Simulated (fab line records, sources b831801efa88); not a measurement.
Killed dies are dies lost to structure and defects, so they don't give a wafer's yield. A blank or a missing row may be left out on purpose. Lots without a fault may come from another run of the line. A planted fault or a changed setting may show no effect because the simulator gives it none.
fab line records | flow gf180mcu
record lots=14 wafers=42 last_day=34
route steps=602 shown CONTACT@289 M1@315
lots that met no fault: from a run of the same line without faults
start_h: hours from the record's first day to the start of the lot's first wafer shown | wait_h: hours since the lot's step before | " the same as in the row above | L1.1+2: a row that stands for several wafers | - no value, or no start given | * or withheld: withheld | < > ~ a bound
route shown NAME@n: a module of which the file shows steps, and the number in the route of the first | usual: mean/standard deviation of fault-free wafers | same: alike in all rows | chamber/n: place in a boat | sites: the reading at each site | _std_site: their standard deviation | _edge_site: outer sites' mean less inner sites' | radius_mm: how far each site lies from the wafer's centre | mask NAME#n: copy n | behind: the tool/chamber that last shaped the wafer | hold: why the lot was held/for how many hours/how that ended | device: the transistor (n, p or np) that didn't switch | end of line: the same wafers' tests at the end of the route | a step without rows: its recipe alone | killed: dies lost to structure and defects at the first sort, not the wafer's yield | map: a wafer's dies, x killed, . not, _ none there
set.NAME: the setting as run; set.NAME@STEP: as run at that earlier step | model.NAME: the simulator's own value behind a step, which no gauge read
steps of the route over a sample of lots; a table a step, a row a wafer
services: from which hour (start_h, from the record's first day; less than 0 if before it) a tool's chamber was out of use, for how many hours, and why
## steps
# step GF_CONTACT_CVD_02
# recipe material=SiO2 target_thk_nm=860 precursor=TEOS temp_c=400 time_s=95.992 rf_w=600
# usual heater_power_w=682/120
# columns lot.wafer tool chamber start_h wait_h heater_power_w
L921.2 pecvd-04 1 344.99 0.0 625
L921.3 " 0 " " 687
L921.4 " 2 " " 773
L924.2 pecvd-03 1 369.51 0.0 611
L924.3 " 2 " " 650
L924.6 " 0 " " 766
L925.1 pecvd-02 2 378.33 0.1 750
L925.2 " 0 " " 888
L925.3 " 1 " " 598
L928.1 pecvd-02 2 413.10 0.1 724
L928.3 " 1 " " 553
L928.6 " 0 " " 1029
L933.1 pecvd-04 2 444.44 0.1 634
L933.4 " 2 " " 694
L933.5 " 1 " " 644
L934.4 pecvd-02 2 453.21 0.1 705
L934.5 " 1 " " 536
L934.6 " 0 " " 1018
L935.1 pecvd-03 0 463.41 0.1 754
L935.2 " 1 " " 563
L935.5 " 0 " " 627
L936.1 pecvd-02 1 469.04 0.1 525
L936.5 " 1 " " 586
L936.6 " 0 " " 921
L937.2 pecvd-04 1 480.01 0.0 680
L937.3 " 0 " " 709
L937.4 " 1 " " 534
L938.2 pecvd-02 0 490.39 0.0 857
L938.3 " 1 " " 583
L938.6 " 0 " " 940
L939.1 pecvd-04 1 498.32 0.1 687
L939.3 " 2 " " 727
L939.4 " 2 " " 588
L940.1 pecvd-04 0 503.78 0.1 715
L940.3 " 1 " " 662
L940.6 " 0 " " 575
L941.1 pecvd-04 0 508.82 0.1 731
L941.3 " 2 " " 655
L941.6 " 1 " " 606
L942.3 pecvd-03 0 519.64 0.0 702
L942.4 " 0 " " 757
L942.6 " 2 " " 679
# step GF_CONTACT_CMP_04
# recipe material=SiO2 down_force_psi=4 platen_rpm=60 pad_velocity_m_s=0.94248
# usual motor_current_A=12.6/1.3 time_to_endpoint_s=111/7.7
# columns lot.wafer tool chamber start_h wait_h motor_current_A time_to_endpoint_s
L921.4 cmp-01 2 345.12 0.0 13.5 117
L921.2 " 0 " " 14.7 119
L921.3 " 1 " " 12.7 117
L924.2 cmp-02 2 369.74 0.1 12.4 104
L924.3 " 3 " " 11.4 108
L924.6 " 1 " " 10.7 118
L925.3 cmp-02 0 378.51 0.1 14.3 106
L925.1 " 1 " " 10.7 111
L925.2 " 2 " " 12.3 95
L928.1 cmp-01 0 413.23 0.1 15.1 115
L928.3 " 3 " " 11.9 100
L928.6 " 1 " " 12.3 107
L933.4 cmp-01 3 444.67 0.1 12.1 103
L933.1 " 0 " " 15.4 114
L933.5 " 1 " " 12.9 111
L934.4 cmp-02 2 453.43 0.2 11.7 111
L934.6 " 2 " " 12.3 110
L934.5 " 3 " " 11.2 111
L935.1 cmp-01 3 463.54 0.1 12.0 91
L935.2 " 1 " " 12.9 102
L935.5 " 3 " " 12.8 100
L936.1 cmp-02 1 469.31 0.1 10.5 118
L936.5 " 3 " " 10.7 109
L936.6 " 0 " " 14.4 102
L937.3 cmp-02 3 480.17 0.0 11.1 111
L937.4 " 1 " " 10.5 118
L937.2 " 2 " " 12.2 105
L938.2 cmp-01 2 490.57 0.1 13.4 102
L938.3 " 3 " " 11.6 99
L938.6 " 2 " " 13.2 105
L939.3 cmp-02 1 498.45 0.0 11.1 122
L939.4 " 3 " " 10.8 117
L939.1 " 0 " " 14.2 101
L940.3 cmp-02 0 503.91 0.0 13.9 101
L940.1 " 3 " " 11.1 106
L940.6 " 1 " " 11.4 125
L941.3 cmp-01 0 509.05 0.1 14.6 121
L941.1 " 1 " " 12.7 106
L941.6 " 2 " " 13.6 106
L942.3 cmp-02 2 519.77 0.0 12.5 103
L942.4 " 0 " " 14.0 103
L942.6 " 2 " " 12.1 119
# step GF_CONTACT_CD_MEAS_14
# recipe target_cd_nm=220
# usual cd_nm=220.4/1.3
# columns lot.wafer tool chamber start_h wait_h cd_nm
L921.2 cd_sem-02 - 367.78 0.1 220.2
L921.3 " - " " 220.8
L921.4 " - " " 221.3
L924.2 cd_sem-02 - 392.88 0.1 218.9
L924.3 " - " " 218.4
L924.6 " - " " 218.3
L925.1 cd_sem-01 - 401.94 0.1 220.6
L925.2 " - " " 220.1
L925.3 " - " " 220.8
L928.1 cd_sem-01 - 437.83 0.1 220.3
L928.3 " - " " 220.6
L928.6 " - " " 220.9
L933.1 cd_sem-01 - 468.78 0.1 221.2
L933.4 " - " " 221.5
L933.5 " - " " 221.2
L934.4 cd_sem-02 - 481.72 0.1 220.7
L934.5 " - " " 221.9
L934.6 " - " " 221.4
L935.1 cd_sem-01 - 487.73 0.1 220.1
L935.2 " - " " 221.6
L935.5 " - " " 219.6
L936.1 cd_sem-02 - 493.31 0.1 220.1
L936.5 " - " " 218.7
L936.6 " - " " 219.9
L937.2 cd_sem-01 - 504.96 0.1 219.4
L937.3 " - " " 220.1
L937.4 " - " " 220.6
L938.2 cd_sem-02 - 514.00 0.1 220.7
L938.3 " - " " 220.6
L938.6 " - " " 220.8
L939.1 cd_sem-01 - 522.04 0.1 222.1
L939.3 " - " " 219.8
L939.4 " - " " 220.3
L940.1 cd_sem-02 - 527.58 0.1 221.6
L940.3 " - " " 221.6
L940.6 " - " " 221.0
L941.1 cd_sem-02 - 532.74 0.1 222.6
L941.3 " - " " 220.7
L941.6 " - " " 222.3
L942.3 cd_sem-02 - 542.75 0.1 221.1
L942.4 " - " " 218.7
L942.6 " - " " 219.3
# step GF_M1_SPUTTER_00
# recipe material=Ti target_thk_nm=37.5 arriving_ion_energy_ev=80 substrate_temp_c=200 chamber_pressure_pa=2 power_w=4000 time_s=150
# usual cathode_dc_power_W=4000.0/0.74 chamber_pressure_pa=2.000/0.004 throttle_valve_pct=29.9/1
# columns lot.wafer tool chamber start_h wait_h cathode_dc_power_W chamber_pressure_pa throttle_valve_pct
L921.2 pvd_sputter-04 - 369.17 0.2 4000.4 1.994 30.5
L921.3 " - " " 4000.1 1.995 30.8
L921.4 " - " " 4000.5 2.004 29.5
L924.2 pvd_sputter-03 - 394.21 0.2 4000.8 2.002 30.3
L924.3 " - " " 4000.6 2.001 30.9
L924.6 " - " " 3999.7 1.999 30.4
L925.1 pvd_sputter-01 - 403.24 0.2 3999.4 2.002 29.3
L925.2 " - " " 4000.0 1.996 28.3
L925.3 " - " " 3999.4 2.000 29.1
L928.1 pvd_sputter-03 - 439.13 0.1 4000.2 2.001 29.1
L928.3 " - " " 4000.1 2.003 28.2
L928.6 " - " " 4000.5 2.000 30.6
L933.1 pvd_sputter-04 - 470.10 0.1 - - -
L933.4 " - " " - - -
L933.5 " - " " - - -
L934.4 pvd_sputter-01 - 482.97 0.2 - - -
L934.5 " - " " - - -
L934.6 " - " " - - -
L935.1 pvd_sputter-03 - 489.03 0.2 4000.0 2.002 28.0
L935.2 " - " " 3999.4 2.008 29.3
L935.5 " - " " 4000.5 2.007 29.1
L936.1 pvd_sputter-04 - 494.61 0.2 4000.3 1.995 29.2
L936.5 " - " " 4000.1 2.004 30.8
L936.6 " - " " 4000.9 2.000 30.6
L937.2 pvd_sputter-03 - 506.31 0.2 3998.6 2.005 28.0
L937.3 " - " " 3999.6 2.005 30.8
L937.4 " - " " 4000.2 1.999 31.1
L938.2 pvd_sputter-04 - 515.28 0.1 4000.1 1.992 30.0
L938.3 " - " " 3999.9 2.000 30.7
L938.6 " - " " 3999.8 1.996 30.1
L939.1 pvd_sputter-04 - 523.35 0.2 3999.7 1.994 29.9
L939.3 " - " " 3999.9 2.001 29.3
L939.4 " - " " 3999.7 2.005 31.0
L940.1 pvd_sputter-01 - 528.88 0.1 4000.8 2.003 29.3
L940.3 " - " " 4000.1 2.001 29.3
L940.6 " - " " 4000.5 2.004 29.2
L941.1 pvd_sputter-03 - 534.03 0.1 4000.5 2.002 30.7
L941.3 " - " " 4000.7 1.997 31.2
L941.6 " - " " 4000.5 2.000 29.2
L942.3 pvd_sputter-04 - 544.02 0.2 4000.2 2.002 30.4
L942.4 " - " " 3999.9 1.998 29.5
L942.6 " - " " 4000.4 2.001 30.9
## services
# columns tool chamber start_h hours kind
pecvd-03 1 326.25 7.6 repair
pvd_sputter-04 - 333.01 1.3 repair
pecvd-04 - 339.33 1.4 repair
pecvd-03 - 354.42 2.8 pm
pvd_sputter-04 - 365.97 2.1 repair
cmp-01 - 367.48 16.0 pm
pecvd-04 - 368.88 14.0 pm
pvd_sputter-04 - 388.19 6.2 repair
pvd_sputter-03 - 395.37 3.4 repair
cmp-01 - 400.75 0.2 repair
cmp-01 - 404.04 4.0 pm
pecvd-02 - 415.40 0.8 repair
pvd_sputter-04 - 416.22 3.1 repair
cmp-02 - 418.72 3.2 repair
pecvd-04 - 418.74 1.2 repair
pecvd-04 0 446.04 11.7 repair
pvd_sputter-03 - 449.18 5.0 repair
cmp-01 - 449.58 3.9 repair
pecvd-02 2 454.43 23.3 repair
pecvd-04 2 474.49 13.2 repair
cmp-01 - 483.10 3.8 pm
cmp-02 - 487.46 5.2 pm
pvd_sputter-03 - 503.42 1.4 repair
pecvd-02 - 516.87 5.5 pm
## key
first_sign step=GF_M1_SPUTTER_00 reading=tool_record direction=missing
effect none on later readings
met_at GF_M1_SPUTTER_00
struck_lots L933,L934
later_rows_left_out L933.1,L933.4,L933.5,L934.4,L934.5,L934.6
sort_left_out L933.1,L933.4,L933.5,L934.4,L934.5,L934.6
not_acting_at GF_CONTACT_CVD_02,GF_CONTACT_CMP_04,GF_CONTACT_CD_MEAS_14
onset_between 403.24 470.10
fault kind=skipped_step_whole tool=pvd_sputter-01,pvd_sputter-04 chamber=- onset_h=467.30 steps=GF_M1_SPUTTER_00 scope=struck_lots_only
# sort_left_out: the simulated sort isn't trusted on such a fault, so these wafers' sort isn't shown, and their yield isn't known
# later_rows_left_out: the simulator's readings of these wafers behind a module that went badly wrong aren't trusted and aren't shown, but for the sort
